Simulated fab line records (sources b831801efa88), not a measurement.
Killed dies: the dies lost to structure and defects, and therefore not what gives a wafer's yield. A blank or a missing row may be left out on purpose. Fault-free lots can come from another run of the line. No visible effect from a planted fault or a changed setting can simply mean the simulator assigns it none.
Which of the tools did it? / flow gf180mcu / 13 lots, 38 wafers sampled, at 5 steps of a route of 602

WHAT THE GAUGES READ, wafer by wafer
GF_V3_THK_MEAS_01. Usual: V3_CVD_00_THK gives 594 nm (standard deviation 7.9).
lot=L950; measured=day 21 13:11; on=film-metro-02; V3_CVD_00_THK (nm)=587 594 612; flag=
lot=L951; measured=day 21 21:41; on=film-metro-04; V3_CVD_00_THK (nm)=581 605 585; flag=
lot=L953; measured=day 22 22:05; on=film-metro-02; V3_CVD_00_THK (nm)=582 609 588; flag=
lot=L954; measured=day 23 01:26; on=film-metro-02; V3_CVD_00_THK (nm)=576 576 602; flag=
lot=L955; measured=day 23 21:49; on=film-metro-01; V3_CVD_00_THK (nm)=588 606 589; flag=
lot=L956; measured=day 24 00:06; on=film-metro-01; V3_CVD_00_THK (nm)=590 593 589; flag=
lot=L958; measured=day 24 08:59; on=film-metro-04; V3_CVD_00_THK (nm)=586 600 583; flag=
lot=L961; measured=day 25 12:46; on=film-metro-01; V3_CVD_00_THK (nm)=596 592 593; flag=
lot=L964; measured=day 26 09:38; on=film-metro-04; V3_CVD_00_THK (nm)=716 709 715 709; flag=OFF
lot=L965; measured=day 26 18:17; on=film-metro-02; V3_CVD_00_THK (nm)=717 708 717 717 709 717; flag=OFF
lot=L966; measured=day 27 01:41; on=film-metro-04; V3_CVD_00_THK (nm)=589 597 594; flag=
lot=L970; measured=day 28 05:30; on=film-metro-04; V3_CVD_00_THK (nm)=594 606 596; flag=
lot=L972; measured=day 28 19:02; on=film-metro-04; V3_CVD_00_THK (nm)=603 603 597; flag=

GF_V3_OVL_MEAS_15. Usual: V3_OVL gives 1 nm (standard deviation 5.1).
lot=L950; measured=day 22 13:22; on=overlay-01; V3_OVL (nm)=13 9 10; flag=
lot=L951; measured=day 22 22:17; on=overlay-02; V3_OVL (nm)=5 -7 -6; flag=
lot=L953; measured=day 23 21:31; on=overlay-02; V3_OVL (nm)=3 0 1; flag=
lot=L954; measured=day 24 00:43; on=overlay-02; V3_OVL (nm)=9 10 14; flag=
lot=L955; measured=day 24 20:22; on=overlay-01; V3_OVL (nm)=4 -1 7; flag=
lot=L956; measured=day 24 23:49; on=overlay-01; V3_OVL (nm)=3 -3 -6; flag=
lot=L958; measured=day 25 06:57; on=overlay-02; V3_OVL (nm)=-1 0 -1; flag=
lot=L961; measured=day 26 10:05; on=overlay-02; V3_OVL (nm)=3 -1 -1; flag=
lot=L964; measured=day 27 07:02; on=overlay-02; V3_OVL (nm)=-5 -8; flag=
lot=L965; measured=day 27 14:53; on=overlay-02; V3_OVL (nm)=4 5 8; flag=
lot=L966; measured=day 27 21:59; on=overlay-02; V3_OVL (nm)=0 1 -5; flag=
lot=L970; measured=day 29 00:44; on=overlay-02; V3_OVL (nm)=-1 -6 -3; flag=
lot=L972; measured=day 29 14:32; on=overlay-02; V3_OVL (nm)=5 6 4; flag=

WHICH TOOL RAN EACH LOT (tool, then ch and the chambers of the sampled wafers, then the start)
lot=L950; GF_V1_CMP_26=cmp-01 ch 0,1,3, day 18 08:08; GF_M2_SPUTTER_00=pvd-sputter-03, day 18 08:20; GF_V3_CVD_00=hdpcvd-02 ch 0,2, day 21 13:04
lot=L951; GF_V1_CMP_26=cmp-02 ch 0,1,2, day 18 18:03; GF_M2_SPUTTER_00=pvd-sputter-03, day 18 18:21; GF_V3_CVD_00=hdpcvd-02 ch 0,1,2, day 21 21:37
lot=L953; GF_V1_CMP_26=cmp-01 ch 1,2, day 19 17:47; GF_M2_SPUTTER_00=pvd-sputter-03, day 19 18:05; GF_V3_CVD_00=hdpcvd-02 ch 0,1,2, day 22 22:01
lot=L954; GF_V1_CMP_26=cmp-02 ch 1,3, day 19 22:14; GF_M2_SPUTTER_00=pvd-sputter-04, day 19 22:32; GF_V3_CVD_00=hdpcvd-02 ch 0,1,2, day 23 01:21
lot=L955; GF_V1_CMP_26=cmp-01 ch 1,2,3, day 20 19:38; GF_M2_SPUTTER_00=pvd-sputter-03, day 20 19:56; GF_V3_CVD_00=hdpcvd-01 ch 0,1, day 23 21:44
lot=L956; GF_V1_CMP_26=cmp-02 ch 0,1,2, day 20 20:29; GF_M2_SPUTTER_00=pvd-sputter-03, day 20 20:41; GF_V3_CVD_00=hdpcvd-01 ch 0,2, day 24 00:02
lot=L958; GF_V1_CMP_26=cmp-02 ch 0,3, day 21 08:01; GF_M2_SPUTTER_00=pvd-sputter-02, day 21 08:19; GF_V3_CVD_00=hdpcvd-02 ch 1,2, day 24 08:53
lot=L961; GF_V1_CMP_26=cmp-01 ch 0,1,2, day 22 14:05; GF_M2_SPUTTER_00=pvd-sputter-02, day 22 14:17; GF_V3_CVD_00=hdpcvd-02 ch 0,1,2, day 25 12:42
lot=L964; GF_V1_CMP_26=cmp-01 ch 1,2, day 23 11:43; GF_M2_SPUTTER_00=pvd-sputter-02, day 23 11:58; GF_V3_CVD_00=hdpcvd-02 ch 0, day 26 09:34
lot=L965; GF_V1_CMP_26=cmp-01 ch 1,2,3, day 23 21:22; GF_M2_SPUTTER_00=pvd-sputter-03, day 23 21:40; GF_V3_CVD_00=hdpcvd-02 ch 0,1,2, day 26 18:12
lot=L966; GF_V1_CMP_26=cmp-01 ch 0,1,3, day 24 04:44; GF_M2_SPUTTER_00=pvd-sputter-02, day 24 05:02; GF_V3_CVD_00=hdpcvd-01 ch 0,2, day 27 01:37
lot=L970; GF_V1_CMP_26=cmp-01 ch 0,1,2, day 25 10:57; GF_M2_SPUTTER_00=pvd-sputter-04, day 25 11:09; GF_V3_CVD_00=hdpcvd-01 ch 0,1, day 28 05:25
lot=L972; GF_V1_CMP_26=cmp-02 ch 1,2, day 26 03:16; GF_M2_SPUTTER_00=pvd-sputter-04, day 26 03:34; GF_V3_CVD_00=hdpcvd-01 ch 0,2, day 28 18:58
- GF_V1_CMP_26: polishes, stops on SiO2, t overpolish 15 s, target thk 0 nm.
- GF_M2_SPUTTER_00: material Ti, target thk 37.5 nm, time 150 s.
- GF_V3_CVD_00: deposits SiO2, target thk 600 nm, time 100 s.

AS READ BY THE TOOLS THEMSELVES (means over the sampled wafers that have a number; for cases with no such wafer, the mark the record gives instead)
GF_V1_CMP_26. Usual: motor-current-A 11.1 A, standard deviation 1.2; overpolish-run-s 15.000 s, standard deviation 0.0091; time-to-endpoint-s 89 s, standard deviation 5.4.
lot=L950; tool=cmp-01; motor-current-A (A)=11.0; overpolish-run-s (s)=14.998; time-to-endpoint-s (s)=88; flag=
lot=L951; tool=cmp-02; motor-current-A (A)=11.6; overpolish-run-s (s)=15.007; time-to-endpoint-s (s)=89; flag=
lot=L953; tool=cmp-01; motor-current-A (A)=11.1; overpolish-run-s (s)=15.003; time-to-endpoint-s (s)=95; flag=
lot=L954; tool=cmp-02; motor-current-A (A)=11.4; overpolish-run-s (s)=14.998; time-to-endpoint-s (s)=88; flag=
lot=L955; tool=cmp-01; motor-current-A (A)=11.4; overpolish-run-s (s)=15.002; time-to-endpoint-s (s)=99; flag=
lot=L956; tool=cmp-02; motor-current-A (A)=11.7; overpolish-run-s (s)=14.998; time-to-endpoint-s (s)=82; flag=
lot=L958; tool=cmp-02; motor-current-A (A)=10.1; overpolish-run-s (s)=14.995; time-to-endpoint-s (s)=82; flag=
lot=L961; tool=cmp-01; motor-current-A (A)=11.1; overpolish-run-s (s)=14.997; time-to-endpoint-s (s)=93; flag=
lot=L964; tool=cmp-01; motor-current-A (A)=11.3; overpolish-run-s (s)=15.002; time-to-endpoint-s (s)=91; flag=
lot=L965; tool=cmp-01; motor-current-A (A)=11.3; overpolish-run-s (s)=15.001; time-to-endpoint-s (s)=94; flag=
lot=L966; tool=cmp-01; motor-current-A (A)=11.2; overpolish-run-s (s)=15.002; time-to-endpoint-s (s)=93; flag=
lot=L970; tool=cmp-01; motor-current-A (A)=10.9; overpolish-run-s (s)=15.000; time-to-endpoint-s (s)=93; flag=
lot=L972; tool=cmp-02; motor-current-A (A)=12.4; overpolish-run-s (s)=15.000; time-to-endpoint-s (s)=89; flag=

GF_M2_SPUTTER_00. Usual: throttle-valve-pct 30.1 %, standard deviation 0.75.
lot=L950; tool=pvd-sputter-03; throttle-valve-pct (%)=29.9; flag=
lot=L951; tool=pvd-sputter-03; throttle-valve-pct (%)=29.5; flag=
lot=L953; tool=pvd-sputter-03; throttle-valve-pct (%)=29.4; flag=
lot=L954; tool=pvd-sputter-04; throttle-valve-pct (%)=29.4; flag=
lot=L955; tool=pvd-sputter-03; throttle-valve-pct (%)=30.1; flag=
lot=L956; tool=pvd-sputter-03; throttle-valve-pct (%)=30.1; flag=
lot=L958; tool=pvd-sputter-02; throttle-valve-pct (%)=31.4; flag=
lot=L961; tool=pvd-sputter-02; throttle-valve-pct (%)=30.8; flag=
lot=L964; tool=pvd-sputter-02; throttle-valve-pct (%)=31.0; flag=
lot=L965; tool=pvd-sputter-03; throttle-valve-pct (%)=30.1; flag=
lot=L966; tool=pvd-sputter-02; throttle-valve-pct (%)=30.4; flag=
lot=L970; tool=pvd-sputter-04; throttle-valve-pct (%)=29.6; flag=
lot=L972; tool=pvd-sputter-04; throttle-valve-pct (%)=29.1; flag=

GF_V3_CVD_00. Usual: sih4-flow-sccm 59.99 sccm, standard deviation 0.19.
lot=L950; tool=hdpcvd-02; sih4-flow-sccm (sccm)=59.94; flag=
lot=L951; tool=hdpcvd-02; sih4-flow-sccm (sccm)=59.88; flag=
lot=L953; tool=hdpcvd-02; sih4-flow-sccm (sccm)=59.94; flag=
lot=L954; tool=hdpcvd-02; sih4-flow-sccm (sccm)=59.91; flag=
lot=L955; tool=hdpcvd-01; sih4-flow-sccm (sccm)=59.84; flag=
lot=L956; tool=hdpcvd-01; sih4-flow-sccm (sccm)=60.11; flag=
lot=L958; tool=hdpcvd-02; sih4-flow-sccm (sccm)=60.01; flag=
lot=L961; tool=hdpcvd-02; sih4-flow-sccm (sccm)=59.83; flag=
lot=L964; tool=hdpcvd-02; sih4-flow-sccm (sccm)=71.97; flag=OFF
lot=L965; tool=hdpcvd-02; sih4-flow-sccm (sccm)=71.91; flag=OFF
lot=L966; tool=hdpcvd-01; sih4-flow-sccm (sccm)=60.19; flag=
lot=L970; tool=hdpcvd-01; sih4-flow-sccm (sccm)=59.88; flag=
lot=L972; tool=hdpcvd-01; sih4-flow-sccm (sccm)=60.04; flag=

THE ANSWER, worked out from the rows above alone
Rule: lot off if the mean of its wafers having a number is beyond 3 standard deviations from the usual mean. A lot without any number at a reading at which 4 lots or more have one is off too. Where the step has rows for the other lots, those lots are counted as sound. First the gauges in route order, then the tools' own readings, where a lot's mean is used as printed above. The first step at which some lot is off is used, and at that step the reading that is off furthest; a lot without a number counts as furthest.
Off: at GF_V3_THK_MEAS_01 (V3_CVD_00_THK), L964, L965.
If a tool, at a process step before that reading, ran all the lots that are off and no sound lot after the first of them, it fits. Not tried: the gauges at GF_V3_THK_MEAS_01; whatever is off there is also off at GF_V3_CVD_00, on other tools, and gauge error can't account for it. One fits: GF_V3_CVD_00 on hdpcvd-02. Its last sound lot is L961 (day 25 12:42), its first lot that is off L964 (day 26 09:34): a fault that began between those two fits.
The tool's own readings at GF_V3_CVD_00 bear it out: on the lots that are off they differ by more than 5 times the standard deviation of the sound lots' means. sih4-flow-sccm reads 71.94 sccm there against 59.96 sccm on the sound lots.

WHAT WAS PUT IN BY THE SIMULATOR
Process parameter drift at GF_V3_CVD_00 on hdpcvd-02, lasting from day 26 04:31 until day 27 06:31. Setting sih4-flow-sccm shifted by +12 from 60. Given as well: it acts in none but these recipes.
Shown lots that were struck: L964, L965. The rule above found the same.
